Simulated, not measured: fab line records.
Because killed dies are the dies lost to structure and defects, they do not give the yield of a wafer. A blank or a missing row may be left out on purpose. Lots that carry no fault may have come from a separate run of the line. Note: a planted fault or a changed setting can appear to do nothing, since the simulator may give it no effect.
fab line records + flow sky130
[record]
- lots = 14
- wafers = 42
- last_day = 50
route steps=708 shown FIELD_ISO@15
lots with no fault: from the same line, run without faults
start_h: the number of hours between the record's first day and the start of the first shown wafer of the lot + wait_h: hours from the lot's prior step to this one + " repeats the value in the row above + L1.1+2: several wafers, shown together as one row + - either no value or no given start + * or withheld: withheld + < > ~ a bound
route shown NAME@n: names a module that has steps shown in the file, with the first one's number in the route + usual: mean/standard deviation of fault-free wafers + same: alike in all rows + chamber/n: place in a boat + sites: the reading at each site + _std_site: standard deviation across them + _edge_site: inner sites' mean taken away from outer sites' mean + radius_mm: for every site, how far away it sits from the centre of the wafer + mask NAME#n: copy n + behind: the most recent tool/chamber to have shaped the wafer + hold: the reason the lot was held/the length of the hold in hours/how it ended + device: the transistor (n, p or np) that didn't switch + end of line: tests run on the same wafers once the route is complete + a step given without rows: its recipe and nothing more + killed: at the first sort, the dies lost to defects and structure; wafer yield is something else + map: a wafer's dies, marking killed ones x, the rest . and places with no die _
set.NAME: the setting that was run; set.NAME@STEP: the one run at that earlier step + model.NAME: the simulator's own value behind a step, which no gauge read
a sample of lots followed through the steps of the route, with each step as a table and each wafer as a row
services: the hour from which a tool's chamber was out of use, counted from the record's first day as start_h (under 0 if before that day), plus the number of hours and why
[[steps]]
[step SKY_FIELD_ISO_ETCH_14]
[recipe]
- chemistry = N2/H2
- target = BARC
- ion_energy_ev = 200
- source_w = 500
- bias_w = 100
- pressure_mtorr = 30
- n2_flow_sccm = 100
- h2_flow_sccm = 200
- stop_on = SiO2
- time_s = 45.9
- target_depth_a = 600
[usual]
- drypump_motor_current_A = 6.0/0.58
- oes_product_au = 0.854/0.0047
- rf_fwd_power_W = 494.2/2.7
- throttle_valve_pct = 13.225/0.0091
| lot.wafer | tool        | chamber | start_h | wait_h | drypump_motor_current_A | oes_product_au | rf_fwd_power_W | rf_hours_counter_h | throttle_valve_pct |
|-----------|-------------|---------|---------|--------|-------------------------|----------------|----------------|--------------------|--------------------|
| L427.1    | rie_diel-01 | 3       | 28.87   | 0.1    | 5.7                     | 0.860          | 494.1          | 114                | 13.226             |
| L427.4    | "           | 0       | "       | "      | 6.6                     | 0.861          | 496.3          | 87                 | 13.230             |
| L427.6    | "           | 2       | "       | "      | 5.3                     | 0.861          | 494.5          | -                  | 13.236             |
| L428.1    | rie_diel-01 | 1       | 34.57   | 0.1    | 5.8                     | 0.856          | 490.7          | 7                  | 13.227             |
| L428.3    | "           | 2       | "       | "      | 5.3                     | 0.856          | 496.7          | 138                | 13.227             |
| L428.4    | "           | 3       | "       | "      | 5.7                     | 0.855          | 494.5          | 114                | 13.238             |
| L429.2    | rie_diel-04 | 3       | 41.47   | 0.1    | 5.1                     | 0.859          | 491.7          | 125                | 13.228             |
| L429.5    | "           | 0       | "       | "      | 5.8                     | 0.851          | 496.3          | -                  | 13.228             |
| L429.6    | "           | 3       | "       | "      | 5.1                     | 0.843          | 490.8          | -                  | 13.213             |
| L430.1    | rie_diel-04 | 1       | 44.84   | 0.1    | 6.8                     | 0.850          | 496.6          | 101                | 13.223             |
| L430.3    | "           | 3       | "       | "      | 5.2                     | 0.855          | 493.1          | 125                | 13.232             |
| L430.6    | "           | 0       | "       | "      | 5.9                     | 0.863          | 494.5          | -                  | 13.228             |
| L431.1    | rie_diel-04 | 3       | 49.57   | 0.1    | 5.1                     | 0.851          | 495.7          | 125                | 13.210             |
| L431.3    | "           | 1       | "       | "      | 6.8                     | 0.849          | 494.5          | 101                | 13.230             |
| L431.5    | "           | 1       | "       | "      | 6.8                     | 0.860          | 493.4          | -                  | 13.223             |
| L432.2    | rie_diel-04 | 1       | 53.57   | 0.1    | 6.8                     | 0.849          | 493.9          | 101                | 13.218             |
| L432.3    | "           | 2       | "       | "      | 6.8                     | 0.857          | 492.0          | 42                 | 13.231             |
| L432.4    | "           | 0       | "       | "      | 5.8                     | 0.858          | 492.4          | -                  | 13.223             |
| L433.1    | rie_diel-01 | 0       | 59.47   | 0.1    | 6.6                     | 0.853          | 496.1          | 87                 | 13.215             |
| L433.2    | "           | 1       | "       | "      | 5.8                     | 0.855          | 494.4          | 8                  | 13.224             |
| L433.5    | "           | 3       | "       | "      | 5.7                     | 0.850          | 496.1          | -                  | 13.220             |
| L434.2    | rie_diel-04 | 0       | 64.47   | 0.1    | 5.8                     | 0.856          | 493.5          | 71                 | 13.229             |
| L434.4    | "           | 2       | "       | "      | 6.8                     | 0.854          | 490.5          | 43                 | 13.218             |
| L434.5    | "           | 2       | "       | "      | 6.8                     | 0.860          | 489.3          | -                  | 13.233             |
| L435.2    | rie_diel-04 | 0       | 69.22   | 0.1    | 5.8                     | 0.849          | 495.8          | 71                 | 13.231             |
| L435.4    | "           | 1       | "       | "      | 6.8                     | 0.851          | 491.8          | 101                | 13.217             |
| L435.6    | "           | 2       | "       | "      | 6.8                     | 0.860          | 491.6          | -                  | 13.219             |
| L436.3    | rie_diel-01 | 1       | 76.22   | 0.1    | 5.8                     | 0.860          | 493.1          | 8                  | 13.224             |
| L436.5    | "           | 0       | "       | "      | 6.6                     | 0.847          | 494.2          | -                  | 13.218             |
| L436.6    | "           | 1       | "       | "      | 5.8                     | 0.850          | 491.4          | -                  | 13.246             |
| L437.1    | rie_diel-01 | 3       | 80.62   | 0.1    | 5.7                     | 0.861          | 496.0          | 115                | 13.214             |
| L437.2    | "           | 2       | "       | "      | 5.3                     | 0.857          | 493.9          | 139                | 13.219             |
| L437.5    | "           | 0       | "       | "      | 6.6                     | 0.854          | 499.5          | -                  | 13.220             |
| L442.2    | rie_diel-01 | 2       | 107.12  | 0.1    | 5.3                     | 0.852          | 414.7          | 140                | 13.224             |
| L442.3    | "           | 1       | "       | "      | 5.8                     | 0.856          | 413.2          | 9                  | 13.226             |
| L442.6    | "           | 3       | "       | "      | 5.7                     | 0.861          | 415.7          | -                  | 13.228             |
| L443.2    | rie_diel-01 | 1       | 111.97  | 0.1    | 5.8                     | 0.850          | 415.3          | 9                  | 13.218             |
| L443.4    | "           | 0       | "       | "      | 6.6                     | 0.858          | 418.0          | -                  | 13.206             |
| L443.5    | "           | 1       | "       | "      | 5.8                     | 0.853          | 412.5          | -                  | 13.223             |
| L450.1    | rie_diel-02 | 0       | 149.64  | 0.1    | 5.0                     | 0.854          | 496.2          | 102                | 13.243             |
| L450.2    | "           | 1       | "       | "      | 6.0                     | 0.850          | 496.5          | 4                  | 13.218             |
| L450.4    | "           | 3       | "       | "      | 5.6                     | 0.851          | 492.4          | 42                 | 13.221             |
[[services]]
| tool        | chamber | start_h | hours | kind   |
|-------------|---------|---------|-------|--------|
| rie_diel-01 | 3       | 39.88   | 5.0   | repair |
| rie_diel-01 | 0       | 41.35   | 7.4   | repair |
| rie_diel-04 | 3       | 51.12   | 9.9   | repair |
| rie_diel-02 | 0       | 99.72   | 8.5   | repair |
| rie_diel-01 | 3       | 109.04  | 3.0   | repair |
| rie_diel-04 | -       | 115.72  | 0.2   | repair |
| rie_diel-02 | 0       | 121.73  | 4.4   | repair |
| rie_diel-01 | -       | 133.12  | 0.5   | repair |
[[key]]
[first_sign]
- step = SKY_FIELD_ISO_ETCH_14
- reading = rf_fwd_power_W
- direction = down
- sigmas = 30
- usual = 494.2
- struck = 414.9
effect none on later readings
met_at SKY_FIELD_ISO_ETCH_14
struck_lots L442,L443
tester_left_out L442,L443
onset_between 80.62 107.12
[fault]
- kind = process_parameter_drift
- tool = rie_diel-01
- chamber = -
- onset_h = 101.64
- steps = SKY_FIELD_ISO_ETCH_14
- channel = source_w
- offset = -80
- shape = step
- end_h = 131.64
- acts_in = these_recipes_only
- stated = 500
// tester_left_out: of these lots the tester's yield and bins aren't shown, on N5 and GAA mostly nor the transistor test; their killed dies are dies lost to structure and defects alone, not to doping, threshold or leakage, so they don't give the yield
